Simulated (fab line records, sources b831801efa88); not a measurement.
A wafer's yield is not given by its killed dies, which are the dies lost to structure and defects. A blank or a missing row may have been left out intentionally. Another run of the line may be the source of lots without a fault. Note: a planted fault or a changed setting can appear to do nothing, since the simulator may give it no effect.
Which of the tools did it?    flow sky130    12 lots, 36 wafers sampled, at 2 steps of a route of 708

## WHAT THE GAUGES READ, wafer by wafer
SKY_SD_P_CD_MEAS_07: the cd target is 380 nm.
lot   measured      on         cd-nm (nm)
L075  day 26 03:38  cd-sem-02  380.6 380.1 380.6
L077  day 26 18:37  cd-sem-01  375.7 375.1 376.2
L079  day 27 04:06  cd-sem-01  380.3 382.4 381.2
L081  day 27 19:26  cd-sem-02  382.6 379.1 379.7
L083  day 28 14:11  cd-sem-02  380.3 378.1 379.6
L085  day 29 05:53  cd-sem-01  378.1 377.2 378.3
L087  day 30 04:50  cd-sem-02  376.6 379.5 379.7
L091  day 31 01:38  cd-sem-02  379.9 379.2 381.8
L089  day 31 03:20  cd-sem-01  376.3 375.9 377.0
L093  day 32 09:50  cd-sem-01  383.3 381.4 383.5
L095  day 32 11:58  cd-sem-02  379.1 377.9 378.3
L097  day 32 21:27  cd-sem-01  378.4 381.8 381.0

## TOOL THAT RAN EACH LOT (tool first, then ch and the chambers of the sampled wafers, then the start)
lot   SKY_POLY_CUT_STRIP_12
L075  plasma-asher-04 ch 1, day 24 21:42
L077  plasma-asher-02 ch 0,1, day 25 14:25
L079  plasma-asher-02 ch 0,1, day 26 00:10
L081  plasma-asher-04 ch 0,1, day 26 15:51
L083  plasma-asher-03 ch 0,1, day 27 10:24
L085  plasma-asher-02 ch 0,1, day 28 02:13
L087  plasma-asher-02 ch 0,1, day 29 02:30
L091  plasma-asher-03 ch 0,1, day 29 21:58
L089  plasma-asher-03 ch 0,1, day 29 23:07
L093  plasma-asher-04 ch 0,1, day 31 06:15
L095  plasma-asher-03 ch 0,1, day 31 08:47
L097  plasma-asher-04 ch 0,1, day 31 17:57
- SKY_POLY_CUT_STRIP_12: strips in O2/N2.

## THE ANSWER, worked out from the rows above alone
Rule: the lots themselves supply what counts as usual. The widest of any qualifying gaps counts: lots, ordered by their means at a reading, are off when they make up no more than a third of the lots, leave a main group of 4 or more, and stand apart from it by 3 or more times the standard deviation of that group's means. A main group is skipped when, at the precision printed for the reading in the tables above, its means are all equal. A lot without any number at a reading at which 4 lots or more have one is off too. Where the step has rows for the other lots, those lots are counted as sound.
Nothing can be told from this: no lot is off at any reading shown.

## WHAT WAS PUT IN BY THE SIMULATOR
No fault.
